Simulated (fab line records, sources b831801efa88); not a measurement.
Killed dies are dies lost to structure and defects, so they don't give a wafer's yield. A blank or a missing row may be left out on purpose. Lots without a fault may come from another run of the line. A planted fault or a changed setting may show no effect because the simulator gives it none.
fab line records | flow sky130
record lots=5 wafers=15 last_day=50
route steps=708 shown VT_ADJUST_HVTP@94 VT_ADJUST_LVTN@97 VT_ADJUST_NCORE@119
lots that met no fault: from a run of the same line without faults
start_h: hours from the record's first day to the start of the lot's first wafer shown | wait_h: hours since the lot's step before | " the same as in the row above | L1.1+2: a row that stands for several wafers | - no value, or no start given | * or withheld: withheld | < > ~ a bound
route shown NAME@n: a module of which the file shows steps, and the number in the route of the first | usual: mean/standard deviation of fault-free wafers | same: alike in all rows | chamber/n: place in a boat | sites: the reading at each site | _std_site: their standard deviation | _edge_site: outer sites' mean less inner sites' | radius_mm: how far each site lies from the wafer's centre | mask NAME#n: copy n | behind: the tool/chamber that last shaped the wafer | hold: why the lot was held/for how many hours/how that ended | device: the transistor (n, p or np) that didn't switch | end of line: the same wafers' tests at the end of the route | a step without rows: its recipe alone | killed: dies lost to structure and defects at the first sort, not the wafer's yield | map: a wafer's dies, x killed, . not, _ none there
set.NAME: the setting as run; set.NAME@STEP: as run at that earlier step | model.NAME: the simulator's own value behind a step, which no gauge read
lots at some steps of the route; a table a step, a row a wafer
services: from which hour (start_h, from the record's first day; less than 0 if before it) a tool's chamber was out of use, for how many hours, and why
## steps
# step SKY_VT_ADJUST_HVTP_IMPLANT_09
# recipe species=As energy_kev=150 dose_cm2=4.3e+12 tilt_deg=withheld
# step SKY_VT_ADJUST_HVTP_STRIP_10
# recipe chemistry=O2/N2 power_w=1400 pressure_mtorr=1500 platen_temp_c=withheld o2_flow_sccm=3000 n2_flow_sccm=300 overash_fraction=0.5
# usual drypump_motor_current_A=5.7/0.47 oes_product_au=0.715/0.0049 strip_time_to_endpoint_s=14.19/0.045
# columns lot.wafer tool chamber start_h wait_h drypump_motor_current_A oes_product_au rf_hours_counter_h strip_time_to_endpoint_s
L619.2 plasma_asher-02 0 129.85 0.1 4.8 0.707 1 14.18
L619.4 " 1 " " 5.8 0.711 - 14.17
L619.5 " 1 " " 5.8 0.723 - 14.19
L622.3 plasma_asher-04 1 149.90 0.1 5.9 0.715 - 14.15
L622.4 " 0 " " 6.0 0.710 - 14.18
L622.6 " 0 " " 6.0 0.714 - 14.19
L630.1 plasma_asher-04 0 199.30 0.1 6.0 0.717 51 14.20
L630.5 " 0 " " 6.0 0.715 - 14.17
L630.6 " 1 " " 5.9 0.723 - 14.21
L632.1 plasma_asher-04 0 210.42 0.1 6.0 0.705 52 14.18
L632.2 " 1 " " 5.9 0.712 52 14.26
L632.5 " 0 " " 6.0 0.709 - 14.24
L639.3 plasma_asher-01 0 250.55 0.1 6.3 0.722 - 14.20
L639.5 " 0 " " 6.3 0.715 - 14.20
L639.6 " 1 " " 5.7 0.721 - 14.17
# step SKY_VT_ADJUST_HVTP_TW_MEAS_11
# usual VT_ADJUST_HVTP_TW=1355/11
# columns lot.wafer tool chamber start_h wait_h VT_ADJUST_HVTP_TW
L619.2 film_metro-03 - 129.96 0.1 1371
L619.4 " - " " 1368
L619.5 " - " " 1368
L622.3 film_metro-03 - 149.99 0.1 1352
L622.4 " - " " 1348
L622.6 " - " " 1351
L630.1 film_metro-01 - 199.40 0.1 1338
L630.5 " - " " 1336
L630.6 " - " " 1339
L632.1 film_metro-03 - 210.52 0.1 1360
L632.2 " - " " 1358
L632.5 " - " " 1357
L639.3 film_metro-03 - 250.64 0.1 1357
L639.5 " - " " 1354
L639.6 " - " " 1356
# step SKY_VT_ADJUST_LVTN_DEHYDRATE_00
# recipe temp_c=200 time_s=60
# step SKY_VT_ADJUST_LVTN_HMDS_01
# recipe prime_time_s=60 prime_temp_c=120
# step SKY_VT_ADJUST_LVTN_COAT_02
# recipe spin_rpm=2000 resist_thk_nm=3000
# step SKY_VT_ADJUST_LVTN_SOFTBAKE_03
# recipe temp_c=110 time_s=withheld
# step SKY_VT_ADJUST_LVTN_EXPOSE_04
# recipe mask_id=NWM_COMPLEMENT_LESS_NATIVE na=0.6 source_shape=conventional sigma_outer=0.6 polarization=unpolarized target_cd_nm=840 dose_mj=194
# step SKY_VT_ADJUST_LVTN_PEB_05
# recipe temp_c=115 time_s=withheld
# step SKY_VT_ADJUST_LVTN_DEVELOP_06
# recipe wall_angle_deg=90 developer=TMAH develop_time_s=60 dev_temp_c=23
# step SKY_VT_ADJUST_LVTN_OVL_MEAS_07
# usual VT_ADJUST_LVTN_OVL=-0.2/1.4
# columns lot.wafer tool chamber start_h wait_h VT_ADJUST_LVTN_OVL[nm]
L619.2 overlay-01 - 148.38 - -0.9
L619.4 " - " " -0.2
L619.5 " - " " -0.4
L622.3 overlay-01 - 170.32 - 1.5
L622.4 " - " " 0.6
L622.6 " - " " -0.1
L630.1 overlay-02 - 221.62 - -1.5
L630.5 " - " " -1.2
L630.6 " - " " -2.4
L632.1 overlay-01 - 233.19 - 2.1
L632.2 " - " " -0.3
L632.5 " - " " -1.3
L639.3 overlay-01 - 275.02 - 0.2
L639.5 " - " " 1.4
L639.6 " - " " 0.4
# step SKY_VT_ADJUST_LVTN_IMPLANT_08
# recipe species=B energy_kev=30 dose_cm2=1.57e+12 tilt_deg=withheld
# step SKY_VT_ADJUST_LVTN_STRIP_09
# recipe chemistry=O2/N2 power_w=1400 pressure_mtorr=1500 platen_temp_c=withheld o2_flow_sccm=3000 n2_flow_sccm=300 overash_fraction=0.5
# usual drypump_motor_current_A=5.8/0.35 oes_product_au=0.723/0.0048 strip_time_to_endpoint_s=36.95/0.093
# columns lot.wafer tool chamber start_h wait_h drypump_motor_current_A oes_product_au rf_hours_counter_h strip_time_to_endpoint_s model.coat_of_VT_ADJUST_LVTN_COAT_02.thk_nm
L619.2 plasma_asher-04 0 148.56 0.1 6.0 0.724 46 36.91 0
L619.4 " 1 " " 5.9 0.717 - 36.91 0
L619.5 " 0 " " 6.0 0.723 - 36.82 0
L622.3 plasma_asher-04 0 170.53 0.1 6.0 0.724 - 37.07 0
L622.4 " 1 " " 5.9 0.734 - 36.92 0
L622.6 " 0 " " 6.0 0.717 - 36.96 0
L630.1 plasma_asher-04 0 221.81 0.1 6.1 0.936 53 - 2452
L630.5 " 1 " " 5.9 0.812 - - 2452
L630.6 " 0 " " 6.0 0.844 - - 2451
L632.1 plasma_asher-02 1 233.38 0.1 5.8 0.717 10 36.99 0
L632.2 " 0 " " 4.8 0.724 10 36.96 0
L632.5 " 0 " " 4.8 0.718 - 36.98 0
L639.3 plasma_asher-02 0 275.23 0.1 4.8 0.727 - 36.91 0
L639.5 " 0 " " 4.8 0.721 - 36.85 0
L639.6 " 1 " " 5.8 0.727 - 36.75 0
# step SKY_VT_ADJUST_LVTN_TW_MEAS_10
# usual VT_ADJUST_LVTN_TW=242.1/2.5
# columns lot.wafer tool chamber start_h wait_h VT_ADJUST_LVTN_TW
L619.2 film_metro-01 - 148.67 0.1 238.4
L619.4 " - " " 239.6
L619.5 " - " " 240.2
L622.3 film_metro-03 - 170.62 0.1 242.0
L622.4 " - " " 239.4
L622.6 " - " " 239.5
L630.1 film_metro-02 - 221.91 0.1 246.6
L630.5 " - " " 243.8
L630.6 " - " " 246.1
L632.1 film_metro-02 - 233.48 0.1 245.4
L632.2 " - " " 245.3
L632.5 " - " " 246.3
L639.3 film_metro-03 - 275.32 0.1 242.2
L639.5 " - " " 240.4
L639.6 " - " " 241.7
# step SKY_VT_ADJUST_LVTN_DEHYDRATE_11
# recipe temp_c=200 time_s=60
# step SKY_VT_ADJUST_LVTN_HMDS_12
# recipe prime_time_s=60 prime_temp_c=120
# step SKY_VT_ADJUST_LVTN_COAT_13
# recipe resist=NOVOLAK spin_rpm=3000 resist_thk_nm=1140
# step SKY_VT_ADJUST_LVTN_SOFTBAKE_14
# recipe temp_c=90 time_s=60 resist=NOVOLAK
# step SKY_VT_ADJUST_LVTN_EXPOSE_15
# recipe mask_id=HVN_STD_DERIVED na=0.6 source_shape=conventional sigma_outer=0.6 polarization=unpolarized target_cd_nm=600 dose_mj=163
# step SKY_VT_ADJUST_LVTN_PEB_16
# recipe temp_c=withheld time_s=* resist=NOVOLAK
# step SKY_VT_ADJUST_LVTN_DEVELOP_17
# recipe resist=NOVOLAK developer=TMAH develop_time_s=60 dev_temp_c=23
# step SKY_VT_ADJUST_LVTN_OVL_MEAS_18
# usual VT_ADJUST_LVTN_01_OVL=-0.9/1.9
# columns lot.wafer tool chamber start_h wait_h VT_ADJUST_LVTN_01_OVL[nm]
L619.2 overlay-02 - 168.47 0.1 -3.6
L619.4 " - " " -2.4
L619.5 " - " " -3.3
L622.3 overlay-02 - 190.63 0.1 -2.9
L622.4 " - " " -2.3
L622.6 " - " " -4.0
L630.1 overlay-02 - 244.39 0.1 -1.1
L630.5 " - " " 0.5
L630.6 " - " " -1.5
L632.1 overlay-01 - 256.89 0.1 0.2
L632.2 " - " " -0.3
L632.5 " - " " 0.2
L639.3 overlay-02 - 300.27 0.1 -5.0
L639.5 " - " " -4.1
L639.6 " - " " -5.1
# step SKY_VT_ADJUST_LVTN_IMPLANT_19
# recipe species=B energy_kev=30 dose_cm2=6.5e+11 tilt_deg=withheld
# step SKY_VT_ADJUST_LVTN_STRIP_20
# recipe chemistry=O2/N2 power_w=1400 pressure_mtorr=1500 platen_temp_c=withheld o2_flow_sccm=3000 n2_flow_sccm=300 overash_fraction=0.5
# usual drypump_motor_current_A=5.7/0.44 oes_product_au=0.716/0.0047 strip_time_to_endpoint_s=14.20/0.043
# columns lot.wafer tool chamber start_h wait_h drypump_motor_current_A oes_product_au rf_hours_counter_h strip_time_to_endpoint_s
L619.2 plasma_asher-04 0 168.65 0.1 6.0 0.722 48 14.21
L619.4 " 0 " " 6.0 0.718 - 14.23
L619.5 " 1 " " 6.0 0.717 - 14.24
L622.3 plasma_asher-04 1 190.84 0.1 5.9 0.718 - 14.20
L622.4 " 0 " " 6.0 0.713 - 14.26
L622.6 " 0 " " 6.0 0.723 - 14.29
L630.1 plasma_asher-03 0 244.58 0.1 5.7 0.725 59 50.69
L630.5 " 1 " " 6.2 0.723 - 50.67
L630.6 " 0 " " 5.7 0.723 - 50.60
L632.1 plasma_asher-03 0 257.08 0.1 5.7 0.708 60 14.14
L632.2 " 1 " " 6.1 0.719 60 14.18
L632.5 " 1 " " 6.1 0.717 - 14.11
L639.3 plasma_asher-03 0 300.48 0.1 5.7 0.721 - 14.23
L639.5 " 1 " " 6.1 0.706 - 14.17
L639.6 " 0 " " 5.7 0.715 - 14.22
# step SKY_VT_ADJUST_LVTN_TW_MEAS_21
# usual VT_ADJUST_LVTN_2_TW=188.1/1.9
# columns lot.wafer tool chamber start_h wait_h VT_ADJUST_LVTN_2_TW
L619.2 film_metro-03 - 168.76 0.1 187.7
L619.4 " - " " 188.8
L619.5 " - " " 187.7
L622.3 film_metro-03 - 190.93 0.1 187.7
L622.4 " - " " 188.1
L622.6 " - " " 187.7
L630.1 film_metro-03 - 244.68 0.1 30.1
L630.5 " - " " 30.0
L630.6 " - " " 30.0
L632.1 film_metro-02 - 257.18 0.1 190.2
L632.2 " - " " 190.0
L632.5 " - " " 189.9
L639.3 film_metro-03 - 300.57 0.1 187.9
L639.5 " - " " 187.9
L639.6 " - " " 188.0
# step SKY_VT_ADJUST_NCORE_DEHYDRATE_00
# recipe temp_c=200 time_s=60
## services
# columns tool chamber start_h hours kind
plasma_asher-02 - 113.24 9.0 pm
plasma_asher-02 0 113.24 9.0 vent_cycle
plasma_asher-02 1 113.24 9.0 vent_cycle
plasma_asher-02 0 122.24 - clean
plasma_asher-02 1 122.24 - clean
plasma_asher-04 - 162.89 1.0 repair
plasma_asher-04 - 242.49 2.6 repair
plasma_asher-02 - 282.42 6.6 repair
## key
first_sign step=SKY_VT_ADJUST_LVTN_STRIP_09 reading=oes_product_au direction=up sigmas=30 usual=0.723 struck=0.864
effect step=SKY_VT_ADJUST_LVTN_STRIP_20 reading=strip_time_to_endpoint_s direction=up sigmas=99+ usual=* struck=*
effect step=SKY_VT_ADJUST_LVTN_TW_MEAS_21 reading=VT_ADJUST_LVTN_2_TW direction=down sigmas=84 usual=188.1 struck=30.1
model_effect step=SKY_VT_ADJUST_LVTN_STRIP_09 value=coat_of_VT_ADJUST_LVTN_COAT_02.thk_nm without=0 struck=2452
met_at SKY_VT_ADJUST_LVTN_STRIP_09
struck_wafers L630.1,L630.5,L630.6
rows_end L630.1,L630.5,L630.6
onset_between 170.53 221.81
fault kind=strip_aborted tool=plasma_asher-04 chamber=- onset_h=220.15 steps=SKY_VT_ADJUST_LVTN_STRIP_09 offset=0.99538 end_h=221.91
# rows_end: these wafers met a further fault down the route, and their rows from its step on are left out
